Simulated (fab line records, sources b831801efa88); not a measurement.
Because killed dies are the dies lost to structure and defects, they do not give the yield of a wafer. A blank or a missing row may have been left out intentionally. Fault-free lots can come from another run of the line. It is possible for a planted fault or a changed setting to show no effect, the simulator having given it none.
fab line records	flow gf180mcu	part 2 of 2: steps 32 to 45 of 45
record: lots: 5	wafers: 15	last_day: 35
route steps=602 shown VT_IMPLANT@106 MVSD@136 NWELL@137 LVPWELL@138 MVPSD@139 DUAL_GATE@141
lots that met no fault: from a run of the same line without faults
start_h: start of the lot's first displayed wafer, in hours after the record's first day	wait_h: hours from the lot's prior step to this one	" repeats the value in the row above	L1.1+2: a single row standing in for several wafers	- either no value or no given start	* or withheld: withheld	< > ~ a bound
route shown NAME@n: a module of which the file shows steps, and the number in the route of the first	usual: the fault-free wafers' mean and standard deviation	same: alike in all rows	chamber/n: place in a boat	sites: per-site readings	_std_site: the values' standard deviation	_edge_site: inner sites' mean taken away from outer sites' mean	radius_mm: how far each site lies from the wafer's centre	mask NAME#n: copy n	behind: the last tool/chamber to shape the wafer	hold: what put the lot on hold/how long, in hours/how the hold closed	device: whichever transistor did not switch (one of n, p or np)	end of line: the tests these same wafers got at the end of their route	a step given without rows: its recipe and nothing more	killed: dies that structure and defects cost at the first sort, which is not the same as the wafer's yield	map: a wafer's dies, marking killed ones x, the rest . and places with no die _
set.NAME: the setting that was run; set.NAME@STEP: the one run at that earlier step	model.NAME: the simulator's own value behind a step, which no gauge read
certain route steps with their lots: each step a table, each wafer a row
services: a tool's chamber out of use, with start hour (start_h, from the record's first day; less than 0 if before it), hours out, and reason
== steps ==
step: GF_VT_IMPLANT_RS_MEAS_47
recipe: thk_meas_gauge: four-point-probe
usual: NWELL_RS: 487.7/1.3
lot.wafer	tool	chamber	start_h	wait_h	NWELL_RS[ohm/sq]
L078.1	film_metro-01	-	188.66	0.1	486.7
L078.4	"	-	"	"	488.5
L078.6	"	-	"	"	486.8
L081.3	film_metro-02	-	208.40	0.1	487.3
L081.4	"	-	"	"	489.7
L081.6	"	-	"	"	489.5
L089.1	film_metro-04	-	262.19	0.1	487.3
L089.2	"	-	"	"	488.2
L089.6	"	-	"	"	484.9
L090.1	film_metro-02	-	270.00	0.1	489.6
L090.2	"	-	"	"	488.6
L090.6	"	-	"	"	490.1
L097.2	film_metro-02	-	316.92	0.1	486.9
L097.5	"	-	"	"	488.7
L097.6	"	-	"	"	488.1
step: GF_VT_IMPLANT_RS_MEAS_48
recipe: thk_meas_gauge: four-point-probe
usual: LVPWELL_RS: 1196/3.3
lot.wafer	tool	chamber	start_h	wait_h	LVPWELL_RS[ohm/sq]
L078.1	film_metro-01	-	188.78	0.1	1191
L078.4	"	-	"	"	1192
L078.6	"	-	"	"	1192
L081.3	film_metro-02	-	208.52	0.1	1205
L081.4	"	-	"	"	1201
L081.6	"	-	"	"	1204
L089.1	film_metro-04	-	262.31	0.1	1196
L089.2	"	-	"	"	1197
L089.6	"	-	"	"	1192
L090.1	film_metro-02	-	270.12	0.1	1194
L090.2	"	-	"	"	1191
L090.6	"	-	"	"	1192
L097.2	film_metro-02	-	317.04	0.1	1196
L097.5	"	-	"	"	1203
L097.6	"	-	"	"	1201
step: GF_VT_IMPLANT_RS_MEAS_49
recipe: thk_meas_gauge: four-point-probe
usual: MVPSD_RS: 1167/3.2
lot.wafer	tool	chamber	start_h	wait_h	MVPSD_RS[ohm/sq]
L078.1	film_metro-01	-	188.90	0.1	1173
L078.4	"	-	"	"	1170
L078.6	"	-	"	"	1167
L081.3	film_metro-02	-	208.64	0.1	1169
L081.4	"	-	"	"	1172
L081.6	"	-	"	"	1171
L089.1	film_metro-04	-	262.43	0.1	1164
L089.2	"	-	"	"	1167
L089.6	"	-	"	"	1170
L090.1	film_metro-02	-	270.24	0.1	1168
L090.2	"	-	"	"	1169
L090.6	"	-	"	"	1169
L097.2	film_metro-02	-	317.16	0.1	1161
L097.5	"	-	"	"	1167
L097.6	"	-	"	"	1167
step: GF_VT_IMPLANT_WET_ETCH_50
recipe: chemistry: dHF	target_depth_nm: 20	target: SiO2	temp_c: 25	dilution: 100:1	time_s: 400
lot.wafer	tool	chamber	start_h	wait_h
L078.1+4+6	wet_bench-04	0	189.02	0.1
L081.3+4+6	wet_bench-03	0	208.72	0.1
L089.1+2+6	wet_bench-02	2	262.55	0.1
L090.1+2+6	wet_bench-03	2	270.36	0.1
L097.2+5+6	wet_bench-02	3	317.26	0.1
step: GF_DUAL_GATE_CLEAN_00
recipe: chemistry: SC1/SC2	mix: 1:4:20	temp_c: 70	time_s: 150
lot.wafer	tool	chamber	start_h	wait_h
L078.1+4+6	wet_bench-02	2	189.14	0.0
L081.3+4+6	wet_bench-03	2	208.84	0.0
L089.1+2+6	wet_bench-03	3	262.67	0.0
L090.1+2+6	wet_bench-04	3	270.50	0.0
L097.2+5+6	wet_bench-04	0	317.38	0.0
step: GF_DUAL_GATE_CLEAN_01
recipe: chemistry: dHF	time_s: 20	dilution: 100:1	dry: ipa_marangoni
lot.wafer	tool	chamber	start_h	wait_h
L078.1+4+6	wet_bench-03	3	189.19	0.0
L081.3+4+6	wet_bench-03	2	208.89	0.0
L089.1+2+6	wet_bench-04	3	262.73	0.0
L090.1+2+6	wet_bench-03	0	270.55	0.0
L097.2+5+6	wet_bench-02	2	317.43	0.0
step: GF_DUAL_GATE_OXIDATION_02
recipe: temp_c: 900	ambient: O2	stabilise_s: 600	purge_s: 300	target_thk_a: 108.87	ox_time_s: 1602
usual: spike_tc_upper_C: 900.3/1.3	tube_center_temp_C: 900.01/0.071
same: purge_s: 300	stabilise_s: 600
lot.wafer	tool	chamber	start_h	wait_h	spike_tc_upper_C	tube_center_temp_C
L078.1	furnace-01	0	189.21	0.0	898.0	899.91
L078.4	"	0	"	"	900.6	900.01
L078.6	"	0	"	"	901.4	899.95
L081.3	furnace-01	0	210.27	1.4	898.4	900.09
L081.4	"	0	"	"	899.3	900.07
L081.6	"	0	"	"	899.5	900.07
L089.1	furnace-01	0	263.10	0.4	898.8	899.96
L089.2	"	0	"	"	900.2	900.05
L089.6	"	0	"	"	899.3	900.03
L090.1	furnace-02	0	271.51	0.9	900.7	900.04
L090.2	"	0	"	"	903.8	900.05
L090.6	"	0	"	"	902.1	899.95
L097.2	furnace-01	0	325.37	7.9	897.6	899.99
L097.5	"	0	"	"	900.0	900.02
L097.6	"	0	"	"	901.1	900.02
step: GF_DUAL_GATE_THK_MEAS_03
recipe: reads: SiO2_of_DUAL_GATE_OXIDATION_02
usual: DUAL_GATE_OXIDATION_00_THK: 10.77/0.2
lot.wafer	tool	chamber	start_h	wait_h	DUAL_GATE_OXIDATION_00_THK[nm]
L078.1	film_metro-03	-	190.65	0.0	11.17
L078.4	"	-	"	"	10.92
L078.6	"	-	"	"	11.00
L081.3	film_metro-03	-	211.73	0.0	10.38
L081.4	"	-	"	"	10.71
L081.6	"	-	"	"	10.66
L089.1	film_metro-03	-	264.55	0.0	10.65
L089.2	"	-	"	"	10.60
L089.6	"	-	"	"	10.65
L090.1	film_metro-01	-	272.96	0.0	10.96
L090.2	"	-	"	"	10.97
L090.6	"	-	"	"	10.93
L097.2	film_metro-01	-	326.82	0.0	11.07
L097.5	"	-	"	"	10.95
L097.6	"	-	"	"	11.09
step: GF_DUAL_GATE_DEHYDRATE_04
recipe: temp_c: 200	time_s: 60
lot.wafer	tool	chamber	start_h	wait_h
L078.1+4+6	litho_track-01	0	199.17	8.5
L081.3+4+6	litho_track-04	0	220.29	8.5
L089.1+2+6	litho_track-04	0	274.19	9.6
L090.1+2+6	litho_track-01	0	282.16	9.2
L097.2+5+6	litho_track-01	0	336.64	9.8
step: GF_DUAL_GATE_HMDS_05
recipe: prime_time_s: 60	prime_temp_c: 120
lot.wafer	tool	chamber	start_h	wait_h
L078.1+4+6	litho_track-01	0	199.32	0.1
L081.3+4+6	litho_track-04	0	220.44	0.1
L089.1+2+6	litho_track-04	0	274.34	0.1
L090.1+2+6	litho_track-01	0	282.31	0.1
L097.2+5+6	litho_track-01	0	336.79	0.1
step: GF_DUAL_GATE_COAT_06
recipe: resist: NOVOLAK	spin_rpm: 3000	resist_thk_nm: 1000
lot.wafer	tool	chamber	start_h	wait_h
L078.1+4+6	litho_track-01	0	199.47	0.1
L081.3+4+6	litho_track-04	0	220.59	0.1
L089.1+2+6	litho_track-04	0	274.49	0.1
L090.1+2+6	litho_track-01	0	282.46	0.1
L097.2+5+6	litho_track-01	0	336.94	0.1
step: GF_DUAL_GATE_SOFTBAKE_07
recipe: temp_c: 90	time_s: 60	resist: NOVOLAK
lot.wafer	tool	chamber	start_h	wait_h
L078.1+4+6	litho_track-01	0	199.62	0.1
L081.3+4+6	litho_track-04	0	220.74	0.1
L089.1+2+6	litho_track-04	0	274.64	0.1
L090.1+2+6	litho_track-01	0	282.61	0.1
L097.2+5+6	litho_track-01	0	337.09	0.1
step: GF_DUAL_GATE_EXPOSE_08
recipe: mask_id: Dualgate	target_cd_nm: 700	na: 0.6	source_shape: conventional	sigma_outer: 0.6	dose_mj: 140
same: na: 0.6
lot.wafer	tool	chamber	start_h	wait_h	mask
L078.1+4+6	iline_stepper-01	0	-	-	Dualgate#0
L081.3+4+6	iline_stepper-02	0	-	-	Dualgate#0
L089.1+2+6	iline_stepper-02	0	-	-	Dualgate#0
L090.1+2+6	iline_stepper-02	0	-	-	Dualgate#0
L097.2+5+6	iline_stepper-01	0	-	-	Dualgate#0
step: GF_DUAL_GATE_PEB_09
recipe: temp_c: withheld	time_s: *	resist: NOVOLAK
lot.wafer	tool	chamber	start_h	wait_h
L078.1+4+6	litho_track-04	0	-	-
L081.3+4+6	litho_track-03	0	-	-
L089.1+2+6	litho_track-04	0	-	-
L090.1+2+6	litho_track-03	0	-	-
L097.2+5+6	litho_track-01	0	-	-
== services ==
tool	chamber	start_h	hours	kind
plasma_asher-01	-	161.15	2.8	pm
implanter-01	-	170.63	4.0	pm
iline_stepper-01	-	181.03	1.7	pm
implanter-03	-	184.61	0.5	repair
implanter-01	-	189.25	5.7	repair
furnace-01	-	196.51	10.9	pm
furnace-02	-	208.32	3.2	pm
iline_stepper-01	-	209.10	16.0	repair
implanter-02	-	210.65	2.5	repair
implanter-03	-	212.80	5.4	pm
implanter-01	-	217.31	1.8	repair
implanter-01	-	230.74	0.8	repair
implanter-02	-	237.69	2.1	pm
furnace-02	-	246.54	4.2	pm
plasma_asher-01	-	273.24	0.6	repair
wet_bench-04	-	276.08	2.9	repair
iline_stepper-01	-	276.26	8.9	pm
implanter-01	-	283.20	2.3	repair
furnace-01	-	290.24	3.3	pm
iline_stepper-02	-	297.09	1.7	pm
plasma_asher-01	-	319.56	0.4	repair
implanter-03	-	319.78	2.3	repair
implanter-01	-	322.27	1.5	repair
implanter-01	-	336.25	1.1	repair
